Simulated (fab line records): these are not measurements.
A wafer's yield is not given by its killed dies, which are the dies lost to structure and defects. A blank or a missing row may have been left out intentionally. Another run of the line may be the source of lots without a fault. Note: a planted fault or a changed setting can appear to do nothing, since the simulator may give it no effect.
A struck lot beside a sound one -- flow sky130 -- 20 steps out of a route of 708
Sound: the wafers L881.1, L881.2, L881.6. Wafers L884.1, L884.4, L884.5 were the ones struck. The cause is given at the end.
Order at every step that has rows: each side's tool, ch and its chambers, its first start. Under that, the readings that differ: sound wafers -- struck wafers -- difference of the means -- sigmas: that difference in standard deviations of wafers without a fault.
alike: readings whose means differ by less than 2 such deviations, and words and numbers that are the same on both sides. not compared: withheld readings, readings that some wafer has no value for, bounds like >300 that may hide the same value, and numbers for which the record gives no deviation and whose values overlap.
A row with sigmas, a row that says differs or no value, or rows on one side alone: a step with any of these is where the two part. Numbers that have no deviation but don't overlap get no sigmas and don't part them. Lack of a reading on every wafer of one side parts them only where that side has two or more wafers.

first, 1 step without rows for these wafers: SKY_NWELL_IMPLANT_24.
SKY_NWELL_STRIP_25: strips in O2/N2.
  sound on plasma asher-03 ch 0,1, day 5 23:08; struck on plasma asher-01 ch 0,1, day 6 17:23
  alike: chamber pressure mTorr, drypump motor current A, n2 flow sccm, oes product au, strip time to endpoint s
  not compared: rf hours counter h
SKY_NWELL_TW_MEAS_26:
  struck on film metro-03, day 6 17:29; sound on film metro-01, day 5 23:14
reading,sound,struck,difference,sigmas
NWELL_2_TW,495 494 495,508 511 509,+15,+2
then, 1 step without rows for these wafers: SKY_NWELL_CLEAN_27 (cleans in SC1/SC2, time 150 s).
SKY_NWELL_RTA_28: time 30 s.
  sound on rtp anneal-01 ch 0, day 5 23:21; struck on rtp anneal-02 ch 0, day 6 17:37
  alike: lamp power pct, wafer_temp_C_max
SKY_NWELL_RS_MEAS_29: the measuring method here is four-point-probe.
  struck on film metro-01, day 6 17:43; sound on film metro-04, day 5 23:27
reading,sound,struck,difference,sigmas
NWELL_RS (ohm/sq),623.1 621.6 620.8,625.9 625.7 627.1,+4.4,+3
SKY_NWELL_RS_MEAS_31: the measuring method here is four-point-probe.
  struck on film metro-01, day 6 17:57; sound on film metro-04, day 5 23:41
reading,sound,struck,difference,sigmas
PWDE_RS (ohm/sq),5222 5235 5231,5284 5282 5293,+57,+2
then, 4 steps without rows for these wafers: SKY_VT_ADJUST_HVTP_DEHYDRATE_00 (time 60 s); SKY_VT_ADJUST_HVTP_HMDS_01 (prime time 60 s); SKY_VT_ADJUST_HVTP_COAT_02 (resist thk 1140 nm); SKY_VT_ADJUST_HVTP_SOFTBAKE_03 (time 60 s).
SKY_VT_ADJUST_HVTP_EXPOSE_04: exposes mask HVTPM, target cd 380 nm.
  sound on iline stepper-02 ch 0, day 6 07:45; struck on iline stepper-01 ch 0, day 7 03:08
reading,sound,struck,difference,sigmas
mask,HVTPM#0 HVTPM#0 HVTPM#0,NWM_COMPLEMENT_LESS_NATIVE#0 NWM_COMPLEMENT_LESS_NATIVE#0 NWM_COMPLEMENT_LESS_NATIVE#0,differs,
then, 2 steps without rows for these wafers: SKY_VT_ADJUST_HVTP_PEB_05; SKY_VT_ADJUST_HVTP_DEVELOP_06 (develop time 60 s).
SKY_VT_ADJUST_HVTP_CD_MEAS_07 targets a cd of 380 nm.
  struck on cd sem-02, day 7 13:19; sound on cd sem-02, day 6 17:13
reading,sound,struck,difference,sigmas
cd nm (nm),383 384 381,- - -,no value on the struck wafers,
SKY_VT_ADJUST_HVTP_OVL_MEAS_08:
  struck on overlay-01, day 7 13:26; sound on overlay-02, day 6 17:20
reading,sound,struck,difference,sigmas
VT_ADJUST_HVTP_OVL (nm),-0.9 -2.0 -2.5,- - -,no value on the struck wafers,
following that, these wafers have no rows for 1 step: SKY_VT_ADJUST_HVTP_IMPLANT_09.
SKY_VT_ADJUST_HVTP_STRIP_10: strips in O2/N2.
  sound on plasma asher-04 ch 0,1, day 6 17:31; struck on plasma asher-04 ch 1, day 7 13:38
  alike: chamber pressure mTorr, drypump motor current A, n2 flow sccm, oes product au, strip time to endpoint s
  not compared: rf hours counter h
SKY_VT_ADJUST_HVTP_TW_MEAS_11:
  struck on film metro-02, day 7 14:00; sound on film metro-02, day 6 17:37
reading,sound,struck,difference,sigmas
VT_ADJUST_HVTP_TW,1380 1374 1379,30 30 30,-1348,-99 or more
  not compared: hold
SKY_PAD_OPEN_PROBE_99:
  rows exist in the record for the sound wafers here (prober-02, day 46 11:29), none for the struck ones

== WHERE THEY PART ==
At SKY_NWELL_TW_MEAS_26 first; at SKY_PAD_OPEN_PROBE_99 last (within this record only).

WHY: the cause the simulator had injected
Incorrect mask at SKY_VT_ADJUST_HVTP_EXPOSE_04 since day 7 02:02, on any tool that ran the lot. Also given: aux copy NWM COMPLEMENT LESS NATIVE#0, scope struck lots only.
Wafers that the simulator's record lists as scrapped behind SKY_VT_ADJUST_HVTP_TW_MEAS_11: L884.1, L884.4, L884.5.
